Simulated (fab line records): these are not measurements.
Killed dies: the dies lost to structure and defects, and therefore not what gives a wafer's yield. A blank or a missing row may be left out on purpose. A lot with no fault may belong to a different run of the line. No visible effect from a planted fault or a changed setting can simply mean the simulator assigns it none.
The same fault as seen by 2 desks | flow gf180mcu | each desk has only its own numbers; what lay behind them comes last

## AT THE TOOL OWNER'S DESK: implanter-01
The tool's own readings at GF_HV_LDD_IMPLANT_21: means of the sampled wafers that have a number, for each lot that ran on this tool. The brackets show how far a lot's mean lies from the usual mean; more than 4 standard deviations puts the lot out of limits, marked OUT.
Columns: A = beam energy keV at GF_HV_LDD_IMPLANT_21, usual 25.000; B = dose ions cm2 at GF_HV_LDD_IMPLANT_21, usual 4.999e+13; C = faraday current uA at GF_HV_LDD_IMPLANT_21, usual 281; D = tilt deg at GF_HV_LDD_IMPLANT_21, usual 6.998 degrees
lot  | first seen here | A      | B                   | C   | D
L124 | day 13 22:00    | 24.994 | 5.000e+13           | 280 | 7.029
L130 | day 16 05:45    | 25.001 | 4.680e+13 (-60) OUT | 267 | 7.007
L132 | day 16 14:03    | 24.995 | 4.672e+13 (-62) OUT | 262 | 6.998
This desk's finding: out of limits on L130, L132; first on L130, day 16 05:45 (dose ions cm2 at GF_HV_LDD_IMPLANT_21). Within limits: L124.

## FROM THE METROLOGY DESK
Means of the sampled wafers that have a number, per lot and without regard to the tool the lot ran on: this is what the gauges read. The brackets show how far a lot's mean lies from the usual mean; more than 4 standard deviations puts the lot out of limits, marked OUT.
Columns: A = HV_LDD_TW at GF_HV_LDD_TW_MEAS_11, usual 2401; B = cd nm at GF_HV_LDD_CD_MEAS_19, usual 400.6 nm; C = HV_LDD_01_OVL at GF_HV_LDD_OVL_MEAS_20, usual -1.1 nm
lot  | first seen here | A    | B     | C
L120 | day 11 21:50    | 2373 | 402.7 | -2.5
L121 | day 12 01:56    | 2375 | 402.1 | -1.7
L124 | day 13 02:38    | 2411 | 400.6 | -1.6
L129 | day 14 23:38    | 2425 | 399.9 | -3.4
L130 | day 15 08:12    | 2389 | 401.1 | -0.8
L132 | day 15 16:23    | 2386 | 401.4 | -1.2
This desk's verdict: no lot among the 6 shows anything out of limits.

## BROUGHT TOGETHER
An alarm could have come from the tool owner's desk at day 16 05:45, on L130, L132.
At the metrology desk, nothing out of limits was observed.
The metrology desk holds a record of L130, L132, inside its limits.
GF_HV_LDD_IMPLANT_21 was run on implanter-01 by each of the lots named.

## WHAT THE SIMULATOR HAD PUT IN
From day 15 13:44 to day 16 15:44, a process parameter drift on implanter-01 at GF_HV_LDD_IMPLANT_21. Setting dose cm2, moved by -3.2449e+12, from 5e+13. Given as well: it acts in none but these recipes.
Shown lots that were struck: L130, L132.
Each desk's first reading out of limits, in hours after the fault started: the tool owner's desk, 16.
